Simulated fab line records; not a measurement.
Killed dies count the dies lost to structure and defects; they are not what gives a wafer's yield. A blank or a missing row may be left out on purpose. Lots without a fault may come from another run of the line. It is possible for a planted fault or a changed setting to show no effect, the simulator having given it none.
Which tool is to blame? || flow gf180mcu || Sampling: 13 lots, 39 wafers, 3 of 602 route steps

## WHAT THE GAUGES READ, wafer by wafer
GF_M5_CD_MEAS_07: the cd target is 280 nm. Usual: cd-nm 280.3 nm, standard deviation 1.4.
{"lot": "L551", "measured": "day 26 06:16", "on": "cd-sem-02", "cd-nm (nm)": "278.3 278.6 279.2", "flag": ""}
{"lot": "L554", "measured": "day 27 11:23", "on": "cd-sem-01", "cd-nm (nm)": "279.1 280.0 278.8", "flag": ""}
{"lot": "L553", "measured": "day 27 12:03", "on": "cd-sem-02", "cd-nm (nm)": "278.0 278.3 279.3", "flag": ""}
{"lot": "L555", "measured": "day 27 19:52", "on": "cd-sem-01", "cd-nm (nm)": "279.9 278.8 278.1", "flag": ""}
{"lot": "L556", "measured": "day 28 06:32", "on": "cd-sem-01", "cd-nm (nm)": "282.8 282.4 281.0", "flag": ""}
{"lot": "L558", "measured": "day 28 19:16", "on": "cd-sem-02", "cd-nm (nm)": "279.8 280.2 279.3", "flag": ""}
{"lot": "L559", "measured": "day 29 07:59", "on": "cd-sem-02", "cd-nm (nm)": "279.7 280.3 279.8", "flag": ""}
{"lot": "L561", "measured": "day 29 08:36", "on": "cd-sem-02", "cd-nm (nm)": "282.5 281.6 282.0", "flag": ""}
{"lot": "L560", "measured": "day 29 11:44", "on": "cd-sem-01", "cd-nm (nm)": "279.0 279.7 281.6", "flag": ""}
{"lot": "L562", "measured": "day 29 19:05", "on": "cd-sem-01", "cd-nm (nm)": "280.7 280.9 281.4", "flag": ""}
{"lot": "L566", "measured": "day 31 01:22", "on": "cd-sem-02", "cd-nm (nm)": "281.4 281.7 280.8", "flag": ""}
{"lot": "L569", "measured": "day 31 12:56", "on": "cd-sem-01", "cd-nm (nm)": "282.5 281.2 282.1", "flag": ""}
{"lot": "L573", "measured": "day 32 10:58", "on": "cd-sem-01", "cd-nm (nm)": "281.4 281.4 278.8", "flag": ""}

GF_M5_OVL_MEAS_08. Usual: M5_OVL gives 0 nm (standard deviation 4.8).
{"lot": "L551", "measured": "day 26 06:22", "on": "overlay-01", "M5_OVL (nm)": "-1 2 2", "flag": ""}
{"lot": "L554", "measured": "day 27 11:30", "on": "overlay-01", "M5_OVL (nm)": "-2 1 0", "flag": ""}
{"lot": "L553", "measured": "day 27 12:10", "on": "overlay-02", "M5_OVL (nm)": "-5 -7 1", "flag": ""}
{"lot": "L555", "measured": "day 27 19:58", "on": "overlay-02", "M5_OVL (nm)": "2 3 -2", "flag": ""}
{"lot": "L556", "measured": "day 28 06:39", "on": "overlay-01", "M5_OVL (nm)": "0 5 5", "flag": ""}
{"lot": "L558", "measured": "day 28 19:22", "on": "overlay-02", "M5_OVL (nm)": "-3 -4 -8", "flag": ""}
{"lot": "L559", "measured": "day 29 08:06", "on": "overlay-02", "M5_OVL (nm)": "3 7 10", "flag": ""}
{"lot": "L561", "measured": "day 29 08:43", "on": "overlay-02", "M5_OVL (nm)": "-2 -1 -2", "flag": ""}
{"lot": "L560", "measured": "day 29 11:50", "on": "overlay-02", "M5_OVL (nm)": "0 11 4", "flag": ""}
{"lot": "L562", "measured": "day 29 19:13", "on": "overlay-01", "M5_OVL (nm)": "6 3 8", "flag": ""}
{"lot": "L566", "measured": "day 31 01:28", "on": "overlay-02", "M5_OVL (nm)": "0 -4 -4", "flag": ""}
{"lot": "L569", "measured": "day 31 13:02", "on": "overlay-01", "M5_OVL (nm)": "-4 2 -3", "flag": ""}
{"lot": "L573", "measured": "day 32 11:04", "on": "overlay-02", "M5_OVL (nm)": "-4 -7 -2", "flag": ""}

## TOOL THAT RAN EACH LOT (tool first, then ch and the chambers of the sampled wafers, then the start)
{"lot": "L551", "GF_SALICIDE_WET_ETCH_01": "wet-bench-02 ch 2, day 15 06:03"}
{"lot": "L554", "GF_SALICIDE_WET_ETCH_01": "wet-bench-02 ch 1, day 16 11:59"}
{"lot": "L553", "GF_SALICIDE_WET_ETCH_01": "wet-bench-04 ch 0, day 16 12:18"}
{"lot": "L555", "GF_SALICIDE_WET_ETCH_01": "wet-bench-01 ch 0, day 16 20:20"}
{"lot": "L556", "GF_SALICIDE_WET_ETCH_01": "wet-bench-01 ch 1, day 17 09:44"}
{"lot": "L558", "GF_SALICIDE_WET_ETCH_01": "wet-bench-01 ch 2, day 18 00:02"}
{"lot": "L559", "GF_SALICIDE_WET_ETCH_01": "wet-bench-01 ch 0, day 18 16:56"}
{"lot": "L561", "GF_SALICIDE_WET_ETCH_01": "wet-bench-04 ch 2, day 18 18:02"}
{"lot": "L560", "GF_SALICIDE_WET_ETCH_01": "wet-bench-04 ch 1, day 18 18:20"}
{"lot": "L562", "GF_SALICIDE_WET_ETCH_01": "wet-bench-04 ch 1, day 19 09:08"}
{"lot": "L566", "GF_SALICIDE_WET_ETCH_01": "wet-bench-04 ch 2, day 20 22:28"}
{"lot": "L569", "GF_SALICIDE_WET_ETCH_01": "wet-bench-02 ch 1, day 21 13:13"}
{"lot": "L573", "GF_SALICIDE_WET_ETCH_01": "wet-bench-02 ch 0, day 22 18:46"}
- GF_SALICIDE_WET_ETCH_01: etches SiO2 in dHF, target depth 5 nm, time 100 s.

## WHAT THE TOOLS THEMSELVES READ (means of the sampled wafers that have a number; where no wafer has one, the mark that the record gives instead)
GF_SALICIDE_WET_ETCH_01. Usual: temp-c 25.00 C, standard deviation 0.1.
{"lot": "L551", "tool": "wet-bench-02", "temp-c (C)": 24.99, "flag": ""}
{"lot": "L554", "tool": "wet-bench-02", "temp-c (C)": 24.89, "flag": ""}
{"lot": "L553", "tool": "wet-bench-04", "temp-c (C)": 25.01, "flag": ""}
{"lot": "L555", "tool": "wet-bench-01", "temp-c (C)": 24.98, "flag": ""}
{"lot": "L556", "tool": "wet-bench-01", "temp-c (C)": 24.87, "flag": ""}
{"lot": "L558", "tool": "wet-bench-01", "temp-c (C)": 25.04, "flag": ""}
{"lot": "L559", "tool": "wet-bench-01", "temp-c (C)": 24.98, "flag": ""}
{"lot": "L561", "tool": "wet-bench-04", "temp-c (C)": 24.99, "flag": ""}
{"lot": "L560", "tool": "wet-bench-04", "temp-c (C)": 25.11, "flag": ""}
{"lot": "L562", "tool": "wet-bench-04", "temp-c (C)": 25.02, "flag": ""}
{"lot": "L566", "tool": "wet-bench-04", "temp-c (C)": 25.04, "flag": ""}
{"lot": "L569", "tool": "wet-bench-02", "temp-c (C)": 25.05, "flag": ""}
{"lot": "L573", "tool": "wet-bench-02", "temp-c (C)": 25.03, "flag": ""}

## THE ANSWER, worked out from the rows above alone
Rule: a lot counts as off when the mean over its wafers that have a number is more than 3 standard deviations away from the usual mean. A lot without any number at a reading at which 4 lots or more have one is off too. Any other lot the step has rows for is counted as sound. The gauges are gone through in route order, then the tools' own readings, and for those a lot's mean is taken as printed above. The first step at which some lot is off is used, and at that step the reading that is off furthest; a lot without a number counts as furthest.
Nothing can be told from this: no lot is off at any reading shown.

## WHAT THE SIMULATOR PUT IN
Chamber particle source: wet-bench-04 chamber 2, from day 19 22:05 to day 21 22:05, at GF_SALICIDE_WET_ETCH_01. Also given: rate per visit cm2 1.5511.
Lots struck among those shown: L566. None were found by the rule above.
